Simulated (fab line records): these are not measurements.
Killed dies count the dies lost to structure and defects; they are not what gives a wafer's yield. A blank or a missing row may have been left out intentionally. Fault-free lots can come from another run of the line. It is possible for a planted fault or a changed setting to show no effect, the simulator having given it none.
Which tool was responsible? :: flow gf180mcu :: 30 wafers from 10 lots sampled at 6 of the route's 602 steps

== WHAT THE GAUGES SHOWED, per wafer ==
GF_M4_RS_MEAS_05: measurement is done with a four-point probe. Usual: M4_ALCU_RS typically reads 0.0697 ohm/sq, with standard deviation 0.00066.
lot: L742
measured: day 22 09:17
on: filmMetro-02
M4_ALCU_RS (ohm/sq): 0.0702 0.0701 0.0708
flag: 

lot: L743
measured: day 23 01:46
on: filmMetro-02
M4_ALCU_RS (ohm/sq): 0.0700 0.0694 0.0693
flag: 

lot: L745
measured: day 23 11:22
on: filmMetro-02
M4_ALCU_RS (ohm/sq): 0.0687 0.0683 0.0691
flag: 

lot: L749
measured: day 25 04:45
on: filmMetro-02
M4_ALCU_RS (ohm/sq): 0.0703 0.0692 0.0701
flag: 

lot: L751
measured: day 25 11:04
on: filmMetro-03
M4_ALCU_RS (ohm/sq): 0.0691 0.0687 0.0694
flag: 

lot: L754
measured: day 26 10:42
on: filmMetro-03
M4_ALCU_RS (ohm/sq): 0.0924 0.0691 0.0693
flag: OFF

lot: L757
measured: day 28 01:32
on: filmMetro-01
M4_ALCU_RS (ohm/sq): 0.0927 0.0708 0.0930
flag: OFF

lot: L759
measured: day 28 04:11
on: filmMetro-02
M4_ALCU_RS (ohm/sq): 0.0707 0.0707 0.0699
flag: 

lot: L761
measured: day 29 01:09
on: filmMetro-01
M4_ALCU_RS (ohm/sq): 0.0694 0.0688 0.0696
flag: 

lot: L764
measured: day 29 15:10
on: filmMetro-02
M4_ALCU_RS (ohm/sq): 0.0697 0.0703 0.0694
flag: 

GF_M4_THK_MEAS_06: measures by xrf. Usual: M4_ALCU_THK typically reads 440 nm, with standard deviation 4.2.
lot: L742
measured: day 22 09:25
on: filmMetro-02
M4_ALCU_THK (nm): 437 437 434
flag: 

lot: L743
measured: day 23 01:53
on: filmMetro-02
M4_ALCU_THK (nm): 436 439 440
flag: 

lot: L745
measured: day 23 11:29
on: filmMetro-02
M4_ALCU_THK (nm): 443 448 441
flag: 

lot: L749
measured: day 25 04:52
on: filmMetro-02
M4_ALCU_THK (nm): 436 441 437
flag: 

lot: L751
measured: day 25 11:11
on: filmMetro-03
M4_ALCU_THK (nm): 440 444 441
flag: 

lot: L754
measured: day 26 10:49
on: filmMetro-03
M4_ALCU_THK (nm): 354 441 439
flag: OFF

lot: L757
measured: day 28 01:38
on: filmMetro-01
M4_ALCU_THK (nm): 359 435 357
flag: OFF

lot: L759
measured: day 28 04:18
on: filmMetro-02
M4_ALCU_THK (nm): 435 435 439
flag: 

lot: L761
measured: day 29 01:16
on: filmMetro-01
M4_ALCU_THK (nm): 442 447 440
flag: 

lot: L764
measured: day 29 15:17
on: filmMetro-02
M4_ALCU_THK (nm): 438 435 440
flag: 

GF_M4_CD_MEAS_14: target cd 280 nm. Usual: cdNm 279.6 nm, standard deviation 1.2.
lot: L742
measured: day 23 07:37
on: cdSem-02
cdNm (nm): 277.5 278.5 279.0
flag: 

lot: L743
measured: day 23 23:35
on: cdSem-01
cdNm (nm): 280.1 281.2 280.5
flag: 

lot: L745
measured: day 24 09:53
on: cdSem-02
cdNm (nm): 280.7 280.5 279.9
flag: 

lot: L749
measured: day 26 01:43
on: cdSem-01
cdNm (nm): 279.3 278.4 278.2
flag: 

lot: L751
measured: day 26 08:49
on: cdSem-02
cdNm (nm): 281.1 280.2 280.1
flag: 

lot: L754
measured: day 27 07:13
on: cdSem-01
cdNm (nm): 279.0 279.3 279.4
flag: 

lot: L757
measured: day 28 20:37
on: cdSem-01
cdNm (nm): 279.0 279.8 279.3
flag: 

lot: L759
measured: day 28 23:29
on: cdSem-02
cdNm (nm): 279.5 279.0 278.9
flag: 

lot: L761
measured: day 29 19:47
on: cdSem-02
cdNm (nm): 279.0 279.8 278.7
flag: 

lot: L764
measured: day 30 09:56
on: cdSem-02
cdNm (nm): 277.5 276.6 277.1
flag: 

== TOOL THAT RAN EACH LOT (tool first, then ch and the chambers of the sampled wafers, then the start) ==
lot: L742
GF_V2_ETCH_17: rieDiel-01 ch 1,3, day 22 08:23 or earlier
GF_V3_SPUTTER_21: pvdSputter-02, day 22 08:23
GF_M4_SPUTTER_02: pvdSputter-01, day 22 09:12

lot: L743
GF_V2_ETCH_17: rieDiel-03 ch 0,2, day 23 00:52 or earlier
GF_V3_SPUTTER_21: pvdSputter-02, day 23 00:52
GF_M4_SPUTTER_02: pvdSputter-04, day 23 01:41

lot: L745
GF_V2_ETCH_17: rieDiel-01 ch 0,1,2, day 23 10:27 or earlier
GF_V3_SPUTTER_21: pvdSputter-01, day 23 10:27
GF_M4_SPUTTER_02: pvdSputter-02, day 23 11:17

lot: L749
GF_V2_ETCH_17: rieDiel-04 ch 1,2, day 25 03:50 or earlier
GF_V3_SPUTTER_21: pvdSputter-03, day 25 03:50
GF_M4_SPUTTER_02: pvdSputter-04, day 25 04:40

lot: L751
GF_V2_ETCH_17: rieDiel-01 ch 1,2, day 25 09:59 or earlier
GF_V3_SPUTTER_21: pvdSputter-02, day 25 09:59
GF_M4_SPUTTER_02: pvdSputter-02, day 25 10:58

lot: L754
GF_V2_ETCH_17: rieDiel-04 ch 0,3, day 26 09:47 or earlier
GF_V3_SPUTTER_21: pvdSputter-02, day 26 09:47
GF_M4_SPUTTER_02: pvdSputter-04, day 26 10:37

lot: L757
GF_V2_ETCH_17: rieDiel-03 ch 1,2, day 28 00:16 or earlier
GF_V3_SPUTTER_21: pvdSputter-03, day 28 00:16
GF_M4_SPUTTER_02: pvdSputter-04, day 28 01:25

lot: L759
GF_V2_ETCH_17: rieDiel-04 ch 1,2,3, day 28 03:10 or earlier
GF_V3_SPUTTER_21: pvdSputter-03, day 28 03:10
GF_M4_SPUTTER_02: pvdSputter-02, day 28 04:05

lot: L761
GF_V2_ETCH_17: rieDiel-01 ch 0,2, day 29 00:04 or earlier
GF_V3_SPUTTER_21: pvdSputter-02, day 29 00:04
GF_M4_SPUTTER_02: pvdSputter-02, day 29 01:04

lot: L764
GF_V2_ETCH_17: rieDiel-04 ch 0,2,3, day 29 14:15 or earlier
GF_V3_SPUTTER_21: pvdSputter-03, day 29 14:15
GF_M4_SPUTTER_02: pvdSputter-02, day 29 15:04
- GF_V2_ETCH_17: etches SiO2 in C4F8/O2/Ar, stops on TiN, target depth 630 nm.
- GF_V3_SPUTTER_21: material Ti, target thk 15 nm, time 80.02 s.
- GF_M4_SPUTTER_02: material AlCu, target thk 450 nm, time 23.9 s.

== WHAT THE TOOLS THEMSELVES READ (means of the sampled wafers that have a number; where no wafer has one, the mark that the record gives instead) ==
GF_V2_ETCH_17. Usual: biasW 1200 W, standard deviation 4; oesProductAu 0.856 a.u., standard deviation 0.0044.
lot: L742
tool: rieDiel-01
biasW (W): 1205
oesProductAu (a.u.): 0.855
flag: 

lot: L743
tool: rieDiel-03
biasW (W): 1197
oesProductAu (a.u.): 0.853
flag: 

lot: L745
tool: rieDiel-01
biasW (W): 1204
oesProductAu (a.u.): 0.854
flag: 

lot: L749
tool: rieDiel-04
biasW (W): 1200
oesProductAu (a.u.): 0.854
flag: 

lot: L751
tool: rieDiel-01
biasW (W): 1201
oesProductAu (a.u.): 0.856
flag: 

lot: L754
tool: rieDiel-04
biasW (W): 1200
oesProductAu (a.u.): 0.856
flag: 

lot: L757
tool: rieDiel-03
biasW (W): 1199
oesProductAu (a.u.): 0.858
flag: 

lot: L759
tool: rieDiel-04
biasW (W): 1202
oesProductAu (a.u.): 0.857
flag: 

lot: L761
tool: rieDiel-01
biasW (W): 1199
oesProductAu (a.u.): 0.849
flag: 

lot: L764
tool: rieDiel-04
biasW (W): 1197
oesProductAu (a.u.): 0.859
flag: 

GF_V3_SPUTTER_21. Usual: chamberPressurePa 5.002 Pa, standard deviation 0.0098; throttleValvePct 30.2 %, standard deviation 0.79.
lot: L742
tool: pvdSputter-02
chamberPressurePa (Pa): 5.008
throttleValvePct (%): 30.3
flag: 

lot: L743
tool: pvdSputter-02
chamberPressurePa (Pa): 4.999
throttleValvePct (%): 29.7
flag: 

lot: L745
tool: pvdSputter-01
chamberPressurePa (Pa): 4.992
throttleValvePct (%): 30.9
flag: 

lot: L749
tool: pvdSputter-03
chamberPressurePa (Pa): 5.006
throttleValvePct (%): 30.3
flag: 

lot: L751
tool: pvdSputter-02
chamberPressurePa (Pa): 5.009
throttleValvePct (%): 30.4
flag: 

lot: L754
tool: pvdSputter-02
chamberPressurePa (Pa): 5.006
throttleValvePct (%): 30.2
flag: 

lot: L757
tool: pvdSputter-03
chamberPressurePa (Pa): 4.995
throttleValvePct (%): 29.8
flag: 

lot: L759
tool: pvdSputter-03
chamberPressurePa (Pa): 4.999
throttleValvePct (%): 29.9
flag: 

lot: L761
tool: pvdSputter-02
chamberPressurePa (Pa): 4.997
throttleValvePct (%): 30.1
flag: 

lot: L764
tool: pvdSputter-03
chamberPressurePa (Pa): 5.006
throttleValvePct (%): 30.3
flag: 

GF_M4_SPUTTER_02. Usual: chamberPressurePa 0.4000 Pa, standard deviation 0.00069; throttleValvePct 30.2 %, standard deviation 0.71.
lot: L742
tool: pvdSputter-01
chamberPressurePa (Pa): 0.3998
throttleValvePct (%): 30.9
flag: 

lot: L743
tool: pvdSputter-04
chamberPressurePa (Pa): 0.3997
throttleValvePct (%): 30.1
flag: 

lot: L745
tool: pvdSputter-02
chamberPressurePa (Pa): 0.4000
throttleValvePct (%): 30.2
flag: 

lot: L749
tool: pvdSputter-04
chamberPressurePa (Pa): 0.4001
throttleValvePct (%): 30.2
flag: 

lot: L751
tool: pvdSputter-02
chamberPressurePa (Pa): 0.4002
throttleValvePct (%): 29.7
flag: 

lot: L754
tool: pvdSputter-04
chamberPressurePa (Pa): 0.4000
throttleValvePct (%): 30.5
flag: 

lot: L757
tool: pvdSputter-04
chamberPressurePa (Pa): 0.3995
throttleValvePct (%): 30.2
flag: 

lot: L759
tool: pvdSputter-02
chamberPressurePa (Pa): 0.4002
throttleValvePct (%): 29.7
flag: 

lot: L761
tool: pvdSputter-02
chamberPressurePa (Pa): 0.4001
throttleValvePct (%): 30.1
flag: 

lot: L764
tool: pvdSputter-02
chamberPressurePa (Pa): 0.3993
throttleValvePct (%): 30.4
flag: 

== THE ANSWER, worked out from the rows above alone ==
Rule: a lot counts as off when the mean over its wafers that have a number is more than 3 standard deviations away from the usual mean. A lot without any number at a reading at which 4 lots or more have one is off too. Any other lot the step has rows for is counted as sound. First the gauges in route order, then the tools' own readings, where a lot's mean is used as printed above. The first step at which some lot is off is used, and at that step the reading that is off furthest; a lot without a number counts as furthest.
Off: at GF_M4_RS_MEAS_05 (M4_ALCU_RS), L754, L757.
A tool fits if, at a process step before that reading, it ran every lot that is off, and no sound lot after the first of them. The gauges at GF_M4_RS_MEAS_05 are tried like those tools. With no start given for some of its lots, GF_V2_ETCH_17 uses the hours and lot order of GF_V3_SPUTTER_21. One candidate fits, namely pvdSputter-04 at GF_M4_SPUTTER_02. A fault onset in the window from L749 (day 25 04:40, its last sound lot) to L754 (day 26 10:37, its first lot off) fits.

== WHAT HAD BEEN PUT IN BY THE SIMULATOR ==
Site profile drift: pvdSputter-04, from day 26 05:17 on, at GF_M4_SPUTTER_02. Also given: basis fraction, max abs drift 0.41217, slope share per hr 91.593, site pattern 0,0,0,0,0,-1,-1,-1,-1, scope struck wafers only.
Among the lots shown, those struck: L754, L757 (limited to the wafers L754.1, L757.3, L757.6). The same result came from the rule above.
